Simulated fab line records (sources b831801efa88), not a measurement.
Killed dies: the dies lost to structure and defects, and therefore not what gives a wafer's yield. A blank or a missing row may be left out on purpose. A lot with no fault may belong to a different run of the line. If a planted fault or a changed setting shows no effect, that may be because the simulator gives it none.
The tool behind it: which one? | flow sky130 | 39 wafers from 13 lots sampled at 5 of the route's 708 steps

WHAT THE GAUGES SHOWED, per wafer
SKY_FIELD_ISO_THK_MEAS_02. Usual: for FIELD_ISO_OXIDATION_00_THK the level is 12.28 nm and the standard deviation is 0.22.
lot  | measured    | on            | FIELD_ISO_OXIDATION_00_THK (nm) | flag
L864 | day 1 18:56 | film metro-04 | 12.20 12.36 12.34               |
L865 | day 1 21:58 | film metro-04 | 11.88 12.09 12.19               |
L866 | day 2 03:22 | film metro-01 | 12.21 12.18 12.11               |
L867 | day 2 08:14 | film metro-04 | 12.68 12.71 12.78               |
L869 | day 2 17:38 | film metro-01 | 12.56 12.51 12.32               |
L872 | day 3 08:38 | film metro-01 | 12.26 11.96 12.28               |
L875 | day 3 23:48 | film metro-04 | 12.10 12.07 11.98               |
L876 | day 4 05:42 | film metro-04 | 12.24 12.25 12.23               |
L882 | day 5 12:11 | film metro-04 | 12.64 12.79 12.70               |
L883 | day 5 15:38 | film metro-01 | 12.22 12.34 12.14               |
L884 | day 5 20:50 | film metro-01 | 12.35 12.38 12.41               |
L885 | day 6 01:38 | film metro-01 | 12.01 12.21 12.28               |
L886 | day 6 07:27 | film metro-01 | 12.09 12.24 12.12               |

SKY_FIELD_ISO_CD_MEAS_13: the cd target is 150 nm. Usual: cd nm at 150.2 nm, with a standard deviation of 1.6.
lot  | measured    | on        | cd nm (nm)        | flag
L864 | day 2 11:11 | cd sem-01 | 148.6 148.3 148.1 |
L865 | day 2 15:34 | cd sem-01 | 152.4 151.7 150.7 |
L866 | day 2 21:09 | cd sem-01 | 152.9 152.8 153.2 |
L867 | day 3 01:12 | cd sem-02 | 150.4 149.9 150.2 |
L869 | day 3 14:40 | cd sem-02 | 44.8 45.7 150.1   | OFF
L872 | day 4 03:40 | cd sem-02 | 45.3 150.3 152.5  | OFF
L875 | day 4 17:53 | cd sem-02 | 149.4 149.6 151.7 |
L876 | day 5 02:20 | cd sem-02 | 150.3 149.0 150.3 |
L882 | day 6 10:07 | cd sem-02 | 151.5 149.0 150.9 |
L883 | day 6 13:05 | cd sem-01 | 151.1 152.2 150.7 |
L884 | day 6 17:43 | cd sem-02 | 150.7 152.0 151.0 |
L885 | day 6 23:02 | cd sem-01 | 149.2 150.1 150.9 |
L886 | day 7 05:07 | cd sem-02 | 148.5 148.1 147.4 |

SKY_VT_ADJUST_LVTN_OVL_MEAS_07. Usual: for VT_ADJUST_LVTN_OVL the level is -0.6 nm and the standard deviation is 1.4.
lot  | measured     | on         | VT_ADJUST_LVTN_OVL (nm) | flag
L864 | day 7 02:52  | overlay-02 | -1.6 0.5 -3.2           |
L865 | day 7 09:31  | overlay-01 | -0.1 -0.2 1.0           |
L866 | day 7 15:28  | overlay-02 | 0.4 -0.9 -1.2           |
L867 | day 7 22:32  | overlay-02 | 0.6 -0.9 -0.9           |
L869 | day 8 13:44  | overlay-02 | -1.5                    |
L872 | day 9 10:55  | overlay-01 | -1.3 -2.0               |
L875 | day 10 02:31 | overlay-02 | -0.4 -0.2 -1.3          |
L876 | day 10 13:38 | overlay-01 | -1.7 -1.5 -3.2          |
L882 | day 12 02:08 | overlay-01 | -1.9 -1.2 -1.9          |
L883 | day 12 08:20 | overlay-02 | -0.9 -0.3 0.0           |
L884 | day 12 15:28 | overlay-01 | -0.3 0.1 0.5            |
L885 | day 12 19:53 | overlay-02 | -0.9 0.0 0.8            |
L886 | day 13 03:31 | overlay-01 | -0.3 -0.1 -2.6          |

TOOL THAT RAN EACH LOT (tool first, then ch and the chambers of the sampled wafers, then the start)
lot  | SKY_FIELD_ISO_EXPOSE_10          | SKY_FIELD_ISO_ETCH_17
L864 | krf scanner-01 ch 0, day 2 04:16 | rie si-02 ch 1,3, day 2 11:30
L865 | krf scanner-02 ch 0, day 2 07:51 | rie si-01 ch 0,2,3, day 2 15:53
L866 | krf scanner-02 ch 0, day 2 13:12 | rie si-02 ch 0,1,2, day 2 21:27
L867 | krf scanner-02 ch 0, day 2 17:59 | rie si-01 ch 0,1,2, day 3 01:30
L869 | krf scanner-01 ch 0, day 3 06:43 | rie si-01 ch 0,1,2, day 3 14:59
L872 | krf scanner-01 ch 0, day 3 19:54 | rie si-02 ch 0,2,3, day 4 03:59
L875 | krf scanner-02 ch 0, day 4 09:53 | rie si-01 ch 0,1,3, day 4 18:11
L876 | krf scanner-02 ch 0, day 4 17:14 | rie si-02 ch 0,1,3, day 5 02:35
L882 | krf scanner-01 ch 0, day 6 00:49 | rie si-02 ch 1,2, day 6 10:23
L883 | krf scanner-01 ch 0, day 6 03:32 | rie si-02 ch 0,2,3, day 6 13:23
L884 | krf scanner-01 ch 0, day 6 08:32 | rie si-01 ch 0,2,3, day 6 18:02
L885 | krf scanner-02 ch 0, day 6 13:34 | rie si-02 ch 0,1,2, day 6 23:20
L886 | krf scanner-01 ch 0, day 6 19:54 | rie si-01 ch 0,2,3, day 7 05:26
- SKY_FIELD_ISO_EXPOSE_10: exposes mask FOM, target cd 150 nm.
- SKY_FIELD_ISO_ETCH_17: etches Si in HBr/Cl2/O2, target depth 342 nm, time 97.7 s.

AS READ BY THE TOOLS THEMSELVES (means over the sampled wafers that have a number; for cases with no such wafer, the mark the record gives instead)
SKY_FIELD_ISO_ETCH_17. Usual: drypump motor current A 6.10 A, standard deviation 0.22; oes product au 1.006 a.u., standard deviation 0.0089; throttle valve pct 25.652 %, standard deviation 0.011.
lot  | tool      | drypump motor current A (A) | oes product au (a.u.) | throttle valve pct (%) | flag
L864 | rie si-02 | 5.94                        | 1.003                 | 25.656                 |
L865 | rie si-01 | 6.18                        | 1.008                 | 25.653                 |
L866 | rie si-02 | 5.98                        | 1.009                 | 25.646                 |
L867 | rie si-01 | 6.26                        | 1.009                 | 25.653                 |
L869 | rie si-01 | 6.25                        | 1.003                 | 25.665                 |
L872 | rie si-02 | 6.00                        | 1.008                 | 25.656                 |
L875 | rie si-01 | 6.33                        | 0.999                 | 25.657                 |
L876 | rie si-02 | 5.99                        | 1.008                 | 25.652                 |
L882 | rie si-02 | 5.96                        | 1.009                 | 25.641                 |
L883 | rie si-02 | 5.98                        | 1.006                 | 25.651                 |
L884 | rie si-01 | 6.17                        | 1.009                 | 25.655                 |
L885 | rie si-02 | 5.99                        | 1.002                 | 25.659                 |
L886 | rie si-01 | 6.18                        | 1.012                 | 25.648                 |

THE ANSWER, worked out from the rows above alone
Rule: a lot is off if the mean of its wafers that have a number lies more than 3 standard deviations from the usual mean. A lot without any number at a reading at which 4 lots or more have one is off too. The other lots that the step has rows for count as sound. First the gauges in route order, then the tools' own readings, where a lot's mean is used as printed above. The first step at which some lot is off is used, and at that step the reading that is off furthest; a lot without a number counts as furthest.
Off: L869, L872, at SKY_FIELD_ISO_CD_MEAS_13 (cd nm).
If a tool, at a process step before that reading, ran all the lots that are off and no sound lot after the first of them, it fits. The gauges at SKY_FIELD_ISO_CD_MEAS_13 are tried like those tools. None of those tried fits.

WHAT WAS PUT IN BY THE SIMULATOR
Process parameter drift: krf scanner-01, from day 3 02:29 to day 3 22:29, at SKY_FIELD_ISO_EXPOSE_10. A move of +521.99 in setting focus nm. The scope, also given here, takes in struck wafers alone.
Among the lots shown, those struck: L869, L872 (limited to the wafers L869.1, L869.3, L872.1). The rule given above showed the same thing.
